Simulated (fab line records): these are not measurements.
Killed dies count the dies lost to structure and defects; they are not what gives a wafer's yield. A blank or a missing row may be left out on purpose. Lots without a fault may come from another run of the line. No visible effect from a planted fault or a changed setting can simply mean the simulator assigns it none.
fab line records    flow sky130
[record] lots = 14  wafers = 42  last_day = 50
route steps=708 shown NWELL@79 LDD_LDN@301 VIA2@529 CAPM@538 PAD_OPEN@708
lots that met no fault: taken from a fault-free run of the same line
start_h: the number of hours between the record's first day and the start of the first shown wafer of the lot    wait_h: how many hours have passed since the lot's step before this one    " identical to the entry in the row above    L1.1+2: one row covering several wafers at once    - either no value or no given start    * or withheld: withheld    < > ~ a bound
route shown NAME@n: a module of which the file shows steps, and the number in the route of the first    usual: mean/standard deviation of fault-free wafers    same: alike in all rows    chamber/n: place in a boat    sites: the reading at each site    _std_site: the values' standard deviation    _edge_site: the outer-site mean with the inner-site mean subtracted    radius_mm: for every site, how far away it sits from the centre of the wafer    mask NAME#n: copy n    behind: the last tool/chamber to shape the wafer    hold: why the lot was held/for how many hours/how that ended    device: transistor that didn't switch, given as n, p or np    end of line: tests of these same wafers at the route's end    a step given without rows: its recipe and nothing more    killed: at the first sort, the dies lost to defects and structure; wafer yield is something else    map: dies across one wafer; x = killed, . = not, _ = none there
set.NAME: the setting the step ran with; set.NAME@STEP: the setting that earlier step ran with    model.NAME: the simulator's own value behind a step, which no gauge read
steps of the route over a sample of lots; a table a step, a row a wafer
services: when a tool's chamber went out of use (start_h, in hours from the record's first day, below 0 if earlier), for how many hours, and the reason
[[steps]]
[step SKY_NWELL_TW_MEAS_26]
[usual] NWELL_2_TW = 489.7/2.8
lot.wafer  tool           chamber  start_h  wait_h  NWELL_2_TW
L422.1     film_metro-04  -        113.85   0.1     489.0
L422.2     "              -        "        "       493.3
L422.3     "              -        "        "       492.2
L423.1     film_metro-01  -        127.67   0.1     492.2
L423.2     "              -        "        "       491.0
L423.3     "              -        "        "       486.5
L424.1     film_metro-01  -        128.32   0.1     490.3
L424.3     "              -        "        "       492.5
L424.6     "              -        "        "       490.4
L426.2     film_metro-03  -        142.16   0.1     487.1
L426.3     "              -        "        "       488.5
L426.4     "              -        "        "       484.9
L428.3     film_metro-04  -        154.12   0.1     493.4
L428.4     "              -        "        "       491.1
L428.5     "              -        "        "       494.0
L429.2     film_metro-01  -        155.43   0.1     487.4
L429.3     "              -        "        "       490.6
L429.4     "              -        "        "       488.3
L430.4     film_metro-01  -        166.43   0.1     490.5
L430.5     "              -        "        "       489.0
L430.6     "              -        "        "       490.5
L433.3     film_metro-01  -        185.14   0.1     485.7
L433.5     "              -        "        "       488.1
L433.6     "              -        "        "       485.1
L432.2     film_metro-01  -        185.46   0.1     487.5
L432.3     "              -        "        "       485.5
L432.4     "              -        "        "       486.3
L435.1     film_metro-03  -        194.20   0.1     489.7
L435.2     "              -        "        "       488.1
L435.4     "              -        "        "       488.8
L434.3     film_metro-03  -        194.99   0.1     489.4
L434.4     "              -        "        "       489.0
L434.6     "              -        "        "       489.3
L441.1     film_metro-04  -        218.50   0.1     493.2
L441.3     "              -        "        "       493.7
L441.6     "              -        "        "       493.2
L442.4     film_metro-04  -        227.60   0.1     495.8
L442.5     "              -        "        "       492.6
L442.6     "              -        "        "       490.9
L445.1     film_metro-01  -        247.47   0.1     493.1
L445.4     "              -        "        "       495.3
L445.5     "              -        "        "       491.9
[step SKY_LDD_LDN_STRIP_12]
[recipe] chemistry = O2/N2  power_w = 1400  pressure_mtorr = 1500  platen_temp_c = withheld  o2_flow_sccm = 3000  n2_flow_sccm = 300  overash_fraction = 0.5
[usual] chamber_pressure_mTorr = 1500.0/1.3  drypump_motor_current_A = 5.5/0.36  oes_product_au = 0.715/0.0044  strip_time_to_endpoint_s = 14.19/0.046
lot.wafer  tool             chamber  start_h  wait_h  chamber_pressure_mTorr  drypump_motor_current_A  oes_product_au  rf_hours_counter_h  strip_time_to_endpoint_s
L422.1     plasma_asher-01  1        536.30   0.1     1500.8                  5.4                      0.718           43                  14.20
L422.2     "                0        "        "       1499.9                  5.4                      0.719           43                  14.18
L422.3     "                0        "        "       1501.0                  5.4                      0.713           -                   14.19
L423.1     plasma_asher-01  0        555.25   0.1     1500.1                  5.4                      0.723           45                  14.17
L423.2     "                1        "        "       1500.0                  5.3                      0.712           45                  14.16
L423.3     "                1        "        "       1499.9                  5.3                      0.720           -                   14.20
L424.1     plasma_asher-02  0        559.67   0.1     1499.6                  6.3                      0.718           86                  14.20
L424.3     "                1        "        "       1501.2                  5.4                      0.706           -                   14.19
L424.6     "                1        "        "       1499.9                  5.4                      0.714           -                   14.20
L426.2     plasma_asher-02  0        583.30   0.1     1499.4                  6.3                      0.713           88                  14.32
L426.3     "                0        "        "       1500.9                  6.4                      0.719           -                   14.30
L426.4     "                1        "        "       1501.6                  5.4                      0.714           -                   14.28
L428.3     plasma_asher-03  1        602.63   0.1     1498.8                  5.4                      0.715           -                   14.18
L428.4     "                0        "        "       1500.4                  5.3                      0.716           -                   14.19
L428.5     "                0        "        "       1500.9                  5.3                      0.704           -                   14.22
L429.2     plasma_asher-01  1        605.55   0.1     1501.5                  5.3                      0.716           50                  14.19
L429.3     "                0        "        "       1500.5                  5.4                      0.721           -                   14.24
L429.4     "                1        "        "       1501.2                  5.4                      0.711           -                   14.16
L430.4     plasma_asher-03  1        617.00   0.1     1500.9                  5.4                      0.713           -                   14.15
L430.5     "                1        "        "       1502.3                  5.4                      0.714           -                   14.11
L430.6     "                0        "        "       1500.2                  5.3                      0.715           -                   14.19
L432.2     plasma_asher-01  0        643.82   0.1     1499.6                  5.4                      0.715           53                  14.16
L432.3     "                0        "        "       1500.4                  5.4                      0.710           -                   14.14
L432.4     "                1        "        "       1498.3                  5.3                      0.719           -                   14.21
L433.3     plasma_asher-01  1        644.80   0.1     1499.0                  5.3                      0.717           -                   14.20
L433.5     "                1        "        "       1500.8                  5.3                      0.712           -                   14.22
L433.6     "                0        "        "       1499.3                  5.3                      0.713           -                   14.12
L434.3     plasma_asher-02  1        655.03   0.1     1500.7                  5.4                      0.719           -                   14.25
L434.4     "                0        "        "       1498.7                  6.4                      0.706           -                   14.28
L434.6     "                0        "        "       1498.1                  6.4                      0.715           -                   14.30
L435.1     plasma_asher-03  0        655.97   0.1     1502.8                  5.3                      0.720           22                  14.15
L435.2     "                1        "        "       1500.8                  5.4                      0.710           22                  14.21
L435.4     "                0        "        "       1500.7                  5.3                      0.717           -                   14.19
L441.1     plasma_asher-01  0        689.15   0.1     -                       -                        -               -                   -
L441.3     "                1        "        "       -                       -                        -               -                   -
L441.6     "                1        "        "       -                       -                        -               -                   -
L442.4     plasma_asher-02  0        699.45   0.1     -                       -                        -               -                   -
L442.5     "                1        "        "       -                       -                        -               -                   -
L442.6     "                0        "        "       -                       -                        -               -                   -
L445.1     plasma_asher-01  1        721.10   0.1     1500.7                  5.3                      0.714           61                  14.14
L445.4     "                0        "        "       1500.0                  5.4                      0.714           -                   14.17
L445.5     "                1        "        "       1499.0                  5.3                      0.712           -                   14.16
[step SKY_VIA2_RS_MEAS_22]
[recipe] thk_meas_gauge = four-point-probe  reads = W_of_VIA2_CVD_21+TiN_of_VIA2_SPUTTER_20
[usual] VIA2_W_RS = 0.271/0.005
lot.wafer  tool           chamber  start_h  wait_h  VIA2_W_RS[ohm/sq]
L422.1     film_metro-03  -        859.88   0.1     0.273
L422.2     "              -        "        "       0.273
L422.3     "              -        "        "       0.273
L423.1     film_metro-02  -        874.01   0.1     0.275
L423.2     "              -        "        "       0.276
L423.3     "              -        "        "       0.273
L424.1     film_metro-04  -        878.06   0.1     0.272
L424.3     "              -        "        "       0.276
L424.6     "              -        "        "       0.276
L426.2     film_metro-04  -        898.45   0.1     0.272
L426.3     "              -        "        "       0.270
L426.4     "              -        "        "       0.271
L428.3     film_metro-02  -        918.30   0.1     0.272
L428.4     "              -        "        "       0.264
L428.5     "              -        "        "       0.272
L429.2     film_metro-04  -        919.10   0.1     0.275
L429.3     "              -        "        "       0.275
L429.4     "              -        "        "       0.275
L430.4     film_metro-02  -        927.67   0.1     0.274
L430.5     "              -        "        "       0.274
L430.6     "              -        "        "       0.271
L432.2     film_metro-03  -        948.00   0.1     0.263
L432.3     "              -        "        "       0.271
L432.4     "              -        "        "       0.261
L433.3     film_metro-04  -        950.75   0.1     0.277
L433.5     "              -        "        "       0.276
L433.6     "              -        "        "       0.279
L434.3     film_metro-02  -        959.54   0.1     0.277
L434.4     "              -        "        "       0.276
L434.6     "              -        "        "       0.278
L435.1     film_metro-03  -        961.84   0.1     0.267
L435.2     "              -        "        "       0.278
L435.4     "              -        "        "       0.267
L445.1     film_metro-03  -        1017.52  0.1     0.272
L445.4     "              -        "        "       0.273
L445.5     "              -        "        "       0.277
[step SKY_CAPM_THK_MEAS_01]
[recipe] reads = SiO2_of_CAPM_CVD_00
[usual] CAPM_CVD_00_THK = 15.34/0.23
lot.wafer  tool           chamber  start_h  wait_h  CAPM_CVD_00_THK[nm]
L422.1     film_metro-04  -        860.53   -       14.94
L422.2     "              -        "        "       15.08
L422.3     "              -        "        "       15.14
L423.1     film_metro-04  -        874.67   -       15.03
L423.2     "              -        "        "       15.22
L423.3     "              -        "        "       15.36
L424.1     film_metro-04  -        878.72   -       15.16
L424.3     "              -        "        "       15.07
L424.6     "              -        "        "       15.78
L426.2     film_metro-04  -        899.10   -       15.17
L426.3     "              -        "        "       15.04
L426.4     "              -        "        "       15.27
L428.3     film_metro-04  -        918.93   -       15.14
L428.4     "              -        "        "       15.38
L428.5     "              -        "        "       15.24
L429.2     film_metro-03  -        919.74   -       15.18
L429.3     "              -        "        "       15.69
L429.4     "              -        "        "       15.67
L430.4     film_metro-03  -        928.29   -       15.69
L430.5     "              -        "        "       15.32
L430.6     "              -        "        "       15.26
L432.2     film_metro-04  -        948.64   -       15.37
L432.3     "              -        "        "       15.19
L432.4     "              -        "        "       15.67
L433.3     film_metro-03  -        951.39   -       15.20
L433.5     "              -        "        "       15.64
L433.6     "              -        "        "       15.48
L434.3     film_metro-01  -        960.18   -       14.91
L434.4     "              -        "        "       15.31
L434.6     "              -        "        "       15.40
L435.1     film_metro-03  -        962.50   -       15.48
L435.2     "              -        "        "       15.19
L435.4     "              -        "        "       15.46
L445.1     film_metro-03  -        1018.18  -       15.35
L445.4     "              -        "        "       15.36
L445.5     "              -        "        "       15.27
[step SKY_PAD_OPEN_PROBE_99]
[usual] killed_at_M0_to_M3 = 43/7.4  killed_at_M4_up = 3.3/2  killed_at_contacts = 24/5.4  killed_at_front_end = 16/4.2  killed_at_other = 0.3/0.61  killed_dies = 87/9.4  killed_on_rim = 17/3.8  killed_open = 47/7.3  killed_short = 40/6.7
[same] gross_dies = 492  killed_at_back_side = 0
lot.wafer  tool       chamber  start_h  wait_h  killed_at_M0_to_M3  killed_at_M4_up  killed_at_contacts  killed_at_front_end  killed_at_other  killed_dies  killed_on_rim  killed_open  killed_short
L441.1     prober-02  -        1187.33  0.1     28                  1                26                  437                  0                492          96             41           26
L441.3     prober-02  -        1187.43  0.2     41                  1                23                  427                  0                492          96             48           31
L441.6     prober-02  -        1187.58  0.2     40                  3                28                  421                  0                492          96             56           37
L442.4     prober-01  -        1192.18  0.2     45                  1                34                  412                  0                492          96             45           54
L442.5     prober-01  -        1192.23  0.2     44                  4                25                  419                  0                492          96             42           45
L442.6     prober-01  -        1192.28  0.2     54                  1                26                  410                  1                492          96             59           43
// killed by level:class
L441.1 SPACER:area_cvd=424 CONTACT:geometric_particle:open=12 LI_CONTACT:geometric_particle:open=9 VIA1:geometric_particle:open=9 METAL2:geometric_particle:short=5 FIELD_ISO:geometric_particle:short=4 VIA2:geometric_particle:open=4 POLY_GATE:geometric_particle:short=3
L441.3 SPACER:area_cvd=413 VIA3:geometric_particle:open=11 VIA1:geometric_particle:open=8 CONTACT:geometric_particle:open=7 VIA2:geometric_particle:open=7 METAL2:geometric_particle:short=7 CONTACT:geometric_particle:short=6 LI_CONTACT:geometric_particle:open=4
L441.6 SPACER:area_cvd=397 CONTACT:geometric_particle:open=12 FIELD_ISO:geometric_particle:open=10 VIA2:geometric_particle:open=9 LI_CONTACT:geometric_particle:open=6 VIA3:geometric_particle:open=6 VIA1:geometric_particle:open=6 CONTACT:geometric_particle:short=5
L442.4 SPACER:area_cvd=393 LOCAL_INTERCONNECT:geometric_particle:short=10 CONTACT:geometric_particle:open=9 VIA1:geometric_particle:open=8 CONTACT:geometric_particle:short=7 VIA1:geometric_particle:short=7 POLY_GATE:geometric_particle:short=6 LI_CONTACT:geometric_particle:open=6
L442.5 SPACER:area_cvd=405 VIA1:geometric_particle:short=10 VIA2:geometric_particle:open=9 CONTACT:geometric_particle:open=8 VIA1:geometric_particle:open=7 LOCAL_INTERCONNECT:geometric_particle:short=6 METAL2:geometric_particle:short=6 CONTACT:geometric_particle:short=5
L442.6 SPACER:area_cvd=390 VIA1:geometric_particle:open=14 CONTACT:geometric_particle:open=13 VIA2:geometric_particle:open=8 POLY_GATE:geometric_particle:open=7 METAL1:geometric_particle:short=7 METAL2:geometric_particle:short=7 VIA3:geometric_particle:open=5
[[services]]
tool             chamber  start_h  hours  kind
plasma_asher-03  -        611.41   1.9    repair
plasma_asher-01  -        618.65   1.5    repair
plasma_asher-01  -        665.34   1.1    repair
plasma_asher-03  -        719.11   4.5    repair
[[key]]
[first_sign] step = SKY_LDD_LDN_STRIP_12  reading = tool_record  direction = missing
[effect] step = SKY_PAD_OPEN_PROBE_99  reading = killed_at_front_end  direction = up  sigmas = 96  usual = 16  struck = 421
[more_kills_born_at] SKY_SPACER_CVD_00@lpcvd-02 = 2422
met_at SKY_LDD_LDN_STRIP_12
struck_lots L441,L442
later_rows_left_out L441.1,L441.3,L441.6,L442.4,L442.5,L442.6
tester_left_out L441,L442
not_acting_at SKY_NWELL_TW_MEAS_26,SKY_VIA2_RS_MEAS_22,SKY_CAPM_THK_MEAS_01
onset_between 655.03 689.15
[fault] kind = skipped_step_whole  tool = plasma_asher-01,plasma_asher-02  chamber = -  onset_h = 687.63  steps = SKY_LDD_LDN_STRIP_12  scope = struck_lots_only
// tester_left_out: of these lots the tester's yield and bins aren't shown, on N5 and GAA mostly nor the transistor test; their killed dies are dies lost to structure and defects alone, not to doping, threshold or leakage, so they don't give the yield
// later_rows_left_out: the simulator's readings of these wafers behind a module that went badly wrong aren't trusted and aren't shown, but for the sort
